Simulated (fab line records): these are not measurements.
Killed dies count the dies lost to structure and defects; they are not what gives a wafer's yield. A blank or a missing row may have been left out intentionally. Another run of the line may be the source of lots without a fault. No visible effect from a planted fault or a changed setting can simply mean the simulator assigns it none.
fab line records    flow gf180mcu
record lots=6  wafers=18  last-day=34
route steps=602 shown TOP_METAL@583 PASSIVATION@587
lots that met no fault: from a run of the same line without faults
start-h: hours from the record's opening day to when the first of the lot's shown wafers began    wait-h: hours since the lot's step before    " identical to the entry in the row above    L1.1+2: several wafers, shown together as one row    - no value present, or no start provided    * or withheld: withheld    < > ~ a bound
route shown NAME@n: NAME is a module with steps in the file, n the number in the route of the first one    usual: mean/standard deviation taken from wafers without a fault    same: alike in all rows    chamber/n: place in a boat    sites: readings site by site    _std_site: the values' standard deviation    _edge_site: the outer-site mean with the inner-site mean subtracted    radius-mm: for every site, how far away it sits from the centre of the wafer    mask NAME#n: copy n    behind: tool/chamber where the wafer was last shaped    hold: the reason the lot was held/the length of the hold in hours/how it ended    device: names the non-switching transistor (n, p or np)    end of line: the same wafers' tests at the end of the route    a step with no rows: only its recipe    killed: count of dies lost to structure and defects at first sort (not the wafer's yield)    map: per-die view of a wafer (x killed, . not killed, _ where there is no die)
set.NAME: setting as actually run; set.NAME@STEP: the setting as run at that earlier step    model.NAME: the simulator's own value behind a step, which no gauge read
lots at selected steps of the route; one table per step, one row per wafer
services: the hour from which a tool's chamber was out of use, counted from the record's first day as start-h (under 0 if before that day), plus the number of hours and why
## steps
# step GF_TOP_METAL_METAL_ETCH_16
# recipe chemistry=Cl2/BCl3  mask-material=NOVOLAK  target-depth-nm=1197  stop-on=SiO2  pressure-mtorr=8  icp-w=800  bias-w=140  Cl2_flow_sccm=80  bcl3-flow-sccm=40  time-s=199.5
# usual drypump-motor-current-A=6.0/0.41  oes-product-au=0.989/0.0061  rf-fwd-power-W=797.4/2.4  throttle-valve-pct=28.232/0.0097
lot.wafer  tool          chamber  start-h  wait-h  drypump-motor-current-A  oes-product-au  rf-fwd-power-W  rf-hours-counter-h  throttle-valve-pct
L887.1     rie-metal-04  0        709.60   0.0     5.5                      0.994           794.9           2                   28.238
L887.2     "             1        "        "       5.7                      0.987           795.7           14                  28.228
L887.5     "             1        "        "       5.7                      0.993           799.6           -                   28.245
L894.2     rie-metal-04  0        750.76   0.0     5.5                      0.993           798.5           4                   28.236
L894.4     "             0        "        "       5.5                      0.992           798.3           -                   28.218
L894.5     "             0        "        "       5.5                      0.989           799.1           -                   28.218
L895.1     rie-metal-03  1        756.00   0.0     5.9                      0.980           795.7           8                   28.241
L895.3     "             1        "        "       5.9                      0.995           799.2           -                   28.232
L895.6     "             1        "        "       5.9                      0.986           800.8           -                   28.234
L898.2     rie-metal-04  1        789.18   0.1     5.6                      0.994           796.7           -                   28.231
L898.3     "             1        "        "       5.7                      0.997           795.5           -                   28.223
L898.5     "             1        "        "       5.7                      0.996           798.8           -                   28.217
L901.1     rie-metal-04  1        791.85   0.0     5.7                      0.991           798.6           18                  28.232
L901.2     "             1        "        "       5.7                      0.995           803.2           -                   28.224
L901.4     "             1        "        "       5.7                      0.993           798.5           -                   28.233
L903.1     rie-metal-04  0        805.50   0.0     5.5                      0.989           796.2           6                   28.209
L903.4     "             0        "        "       5.5                      0.999           795.0           -                   28.223
L903.5     "             1        "        "       5.6                      1.005           795.8           -                   28.219
# step GF_TOP_METAL_STRIP_17
# recipe chemistry=O2/N2  power-w=1400  pressure-mtorr=1500  platen-temp-c=250  o2-flow-sccm=3000  n2-flow-sccm=300  overash-fraction=0.5
# usual drypump-motor-current-A=5.6/0.53  heater-power-w=336/28  oes-product-au=0.710/0.0047  strip-time-to-endpoint-s=12.95/0.083
lot.wafer  tool             chamber  start-h  wait-h  drypump-motor-current-A  heater-power-w  oes-product-au  rf-hours-counter-h  strip-time-to-endpoint-s
L887.1     plasma-asher-01  1        709.79   0.1     5.6                      389             0.712           31                  13.01
L887.2     "                0        "        "       6.7                      333             0.712           31                  12.95
L887.5     "                0        "        "       6.7                      327             0.711           -                   13.03
L894.2     plasma-asher-03  0        750.95   0.1     5.5                      301             0.713           67                  12.96
L894.4     "                0        "        "       5.5                      310             0.712           -                   12.84
L894.5     "                1        "        "       5.1                      327             0.704           -                   12.86
L895.1     plasma-asher-03  1        756.38   0.3     5.1                      334             0.712           68                  13.01
L895.3     "                0        "        "       5.5                      308             0.705           -                   12.96
L895.6     "                0        "        "       5.5                      315             0.711           -                   13.00
L898.2     plasma-asher-03  0        789.49   0.3     5.5                      311             0.708           72                  12.77
L898.3     "                1        "        "       5.1                      340             0.709           -                   12.80
L898.5     "                1        "        "       5.1                      330             0.717           -                   12.77
L901.1     plasma-asher-03  0        792.23   0.3     5.5                      310             0.711           72                  12.81
L901.2     "                1        "        "       5.1                      338             0.700           72                  12.79
L901.4     "                0        "        "       5.5                      301             0.711           -                   12.82
L903.1     plasma-asher-01  0        805.69   0.1     6.7                      340             0.715           43                  12.79
L903.4     "                0        "        "       6.7                      329             0.710           -                   12.83
L903.5     "                1        "        "       5.6                      396             0.706           -                   12.81
# step GF_TOP_METAL_STRIP_18
# recipe chemistry=post-etch-residue-remover  time-s=1200  temp-c=72.5
# step GF_TOP_METAL_CLEAN_19
# recipe chemistry=DIW  dry=n2-spin
# step GF_PASSIVATION_CVD_00
# recipe material=SiO2  target-thk-nm=1000  precursor=TEOS  temp-c=400  time-s=111.95  rf-w=600
# usual heater-power-w=661/82  rf-fwd-power-W=596.1/2.1
lot.wafer  tool      chamber  start-h  wait-h  heater-power-w  rf-fwd-power-W
L887.1     pecvd-04  0        710.33   0.0     647             596.1
L887.2     "         1        "        "       628             596.2
L887.5     "         0        "        "       677             594.4
L894.2     pecvd-03  2        751.49   0.0     642             596.6
L894.4     "         1        "        "       701             596.6
L894.5     "         2        "        "       713             596.2
L895.1     pecvd-03  0        756.91   0.0     720             597.8
L895.3     "         2        "        "       728             600.2
L895.6     "         2        "        "       794             601.4
L898.2     pecvd-04  0        790.54   0.0     622             597.1
L898.3     "         1        "        "       625             595.8
L898.5     "         1        "        "       491             592.5
L901.1     pecvd-04  0        793.11   0.0     578             594.3
L901.2     "         2        "        "       762             593.0
L901.4     "         0        "        "       617             594.0
L903.1     pecvd-03  1        806.25   0.0     685             598.2
L903.4     "         1        "        "       713             596.5
L903.5     "         2        "        "       712             596.9
# step GF_PASSIVATION_THK_MEAS_01
# recipe reads=SiO2_of_PASSIVATION_CVD_00
# usual PASSIVATION_CVD_00_THK=1005/13
lot.wafer  tool           chamber  start-h  wait-h  PASSIVATION_CVD_00_THK[nm]
L887.1     film-metro-04  -        710.41   0.0     1006
L887.2     "              -        "        "       992
L887.5     "              -        "        "       998
L894.2     film-metro-04  -        751.58   0.0     1006
L894.4     "              -        "        "       1023
L894.5     "              -        "        "       1020
L895.1     film-metro-02  -        756.99   0.0     1014
L895.3     "              -        "        "       1015
L895.6     "              -        "        "       1018
L898.2     film-metro-01  -        790.63   0.0     997
L898.3     "              -        "        "       980
L898.5     "              -        "        "       1006
L901.1     film-metro-04  -        793.19   0.0     992
L901.2     "              -        "        "       986
L901.4     "              -        "        "       1002
L903.1     film-metro-01  -        806.33   0.0     1013
L903.4     "              -        "        "       1025
L903.5     "              -        "        "       1024
# step GF_PASSIVATION_CVD_02
# recipe material=Si3N4  target-thk-nm=700  time-s=486.18  temp-c=400  rf-w=450
# usual heater-power-w=717/82  rf-fwd-power-W=448.9/1.5
lot.wafer  tool      chamber  start-h  wait-h  heater-power-w  rf-fwd-power-W
L887.1     pecvd-03  1        710.47   0.1     715             448.9
L887.2     "         0        "        "       760             446.2
L887.5     "         0        "        "       825             448.9
L894.2     pecvd-01  0        751.63   0.0     757             446.5
L894.4     "         2        "        "       701             448.5
L894.5     "         0        "        "       626             449.6
L895.1     pecvd-04  0        757.05   0.1     720             448.6
L895.3     "         1        "        "       598             450.1
L895.6     "         1        "        "       640             450.9
L898.2     pecvd-01  1        790.68   0.0     741             452.0
L898.3     "         2        "        "       584             449.2
L898.5     "         2        "        "       623             448.4
L901.1     pecvd-01  0        793.25   0.1     744             450.8
L901.2     "         1        "        "       679             450.5
L901.4     "         0        "        "       746             449.2
L903.1     pecvd-03  0        806.39   0.1     755             449.3
L903.4     "         1        "        "       721             449.4
L903.5     "         0        "        "       791             449.3
# step GF_PASSIVATION_THK_MEAS_03
# recipe reads=Si3N4_of_PASSIVATION_CVD_02
# usual PASSIVATION_CVD_02_THK=701/8.8
lot.wafer  tool           chamber  start-h  wait-h  PASSIVATION_CVD_02_THK[nm]
L887.1     film-metro-02  -        710.76   0.1     693
L887.2     "              -        "        "       696
L887.5     "              -        "        "       714
L894.2     film-metro-02  -        751.92   0.2     692
L894.4     "              -        "        "       704
L894.5     "              -        "        "       705
L895.1     film-metro-02  -        757.34   0.1     697
L895.3     "              -        "        "       703
L895.6     "              -        "        "       717
L898.2     film-metro-01  -        790.98   0.2     694
L898.3     "              -        "        "       695
L898.5     "              -        "        "       710
L901.1     film-metro-02  -        793.54   0.1     707
L901.2     "              -        "        "       702
L901.4     "              -        "        "       715
L903.1     film-metro-04  -        806.68   0.1     694
L903.4     "              -        "        "       705
L903.5     "              -        "        "       699
# step GF_PASSIVATION_DEHYDRATE_04
# recipe temp-c=200  time-s=60
# step GF_PASSIVATION_HMDS_05
# recipe prime-time-s=60  prime-temp-c=120
# step GF_PASSIVATION_COAT_06
# recipe spin-rpm=2000  resist-thk-nm=4000
# step GF_PASSIVATION_SOFTBAKE_07
# recipe temp-c=110  time-s=withheld
# step GF_PASSIVATION_EXPOSE_08
# recipe mask-id=Pad  target-cd-nm=40000  na=0.57  dose-mj=310
# usual exposure-dose-mJ-cm2=310.0/0.32  focus-offset-nm=0.0/0.54
lot.wafer  tool              chamber  start-h  wait-h  mask   exposure-dose-mJ-cm2  focus-offset-nm
L887.1     iline-stepper-01  0        719.81   -       Pad#0  310.0                 0.4
L887.2     "                 0        "        "       Pad#0  309.7                 0.2
L887.5     "                 0        "        "       Pad#0  309.9                 -0.8
L894.2     iline-stepper-02  -        759.88   -       Pad#0  -                     -
L894.4     "                 -        "        "       Pad#0  -                     -
L894.5     "                 -        "        "       Pad#0  -                     -
L895.1     iline-stepper-02  -        766.26   -       Pad#0  -                     -
L895.3     "                 -        "        "       Pad#0  -                     -
L895.6     "                 -        "        "       Pad#0  -                     -
L898.2     iline-stepper-02  0        799.18   -       Pad#0  309.3                 -0.1
L898.3     "                 0        "        "       Pad#0  309.3                 0.4
L898.5     "                 0        "        "       Pad#0  310.2                 0.9
L901.1     iline-stepper-01  0        801.77   -       Pad#0  310.6                 1.0
L901.2     "                 0        "        "       Pad#0  310.7                 0.4
L901.4     "                 0        "        "       Pad#0  310.5                 0.4
L903.1     iline-stepper-01  0        813.71   -       Pad#0  309.8                 -0.4
L903.4     "                 0        "        "       Pad#0  309.7                 0.5
L903.5     "                 0        "        "       Pad#0  309.8                 -0.5
# step GF_PASSIVATION_PEB_09
# recipe temp-c=115  time-s=withheld
## services
tool              chamber  start-h  hours  kind
pecvd-03          -        709.05   0.3    repair
pecvd-04          -        716.06   1.6    repair
pecvd-01          -        716.57   0.8    repair
plasma-asher-03   -        723.51   1.3    repair
iline-stepper-01  -        731.37   1.7    pm
rie-metal-03      0        734.63   21.4   repair
iline-stepper-01  -        756.41   8.9    pm
rie-metal-03      0        758.11   -      clean
rie-metal-03      0        758.11   29.6   scheduled-down
rie-metal-03      0        758.11   29.6   vent-cycle
iline-stepper-01  -        765.30   4.4    pm
plasma-asher-03   -        765.58   2.8    pm
pecvd-03          0        775.57   9.0    repair
rie-metal-04      0        786.08   7.7    repair
pecvd-01          -        799.38   14.0   pm
pecvd-01          0        799.38   14.0   vent-cycle
pecvd-01          1        799.38   14.0   vent-cycle
pecvd-01          2        799.38   14.0   vent-cycle
rie-metal-04      1        809.00   -      clean
pecvd-01          -        809.47   0.5    repair
iline-stepper-01  0        809.59   -      calibration
pecvd-01          0        813.38   -      clean
pecvd-01          1        813.38   -      clean
pecvd-01          2        813.38   -      clean
## key
first-sign step=GF_PASSIVATION_EXPOSE_08  reading=tool-record  direction=missing
effect none on later readings
met-at GF_PASSIVATION_EXPOSE_08
struck-wafers L894.2,L894.4,L894.5,L895.1,L895.3,L895.6
later-rows-left-out L894.2,L894.4,L894.5,L895.1,L895.3,L895.6
sort-left-out L894.2,L894.4,L894.5,L895.1,L895.3,L895.6
fault kind=skipped-step-whole  tool=iline-stepper-02  chamber=-  onset-h=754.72  steps=GF_PASSIVATION_EXPOSE_08  scope=struck-lots-only
# sort-left-out: the simulated sort isn't trusted on such a fault, so these wafers' sort isn't shown, and their yield isn't known
# later-rows-left-out: the simulator's readings of these wafers behind a module that went badly wrong aren't trusted and aren't shown, but for the sort
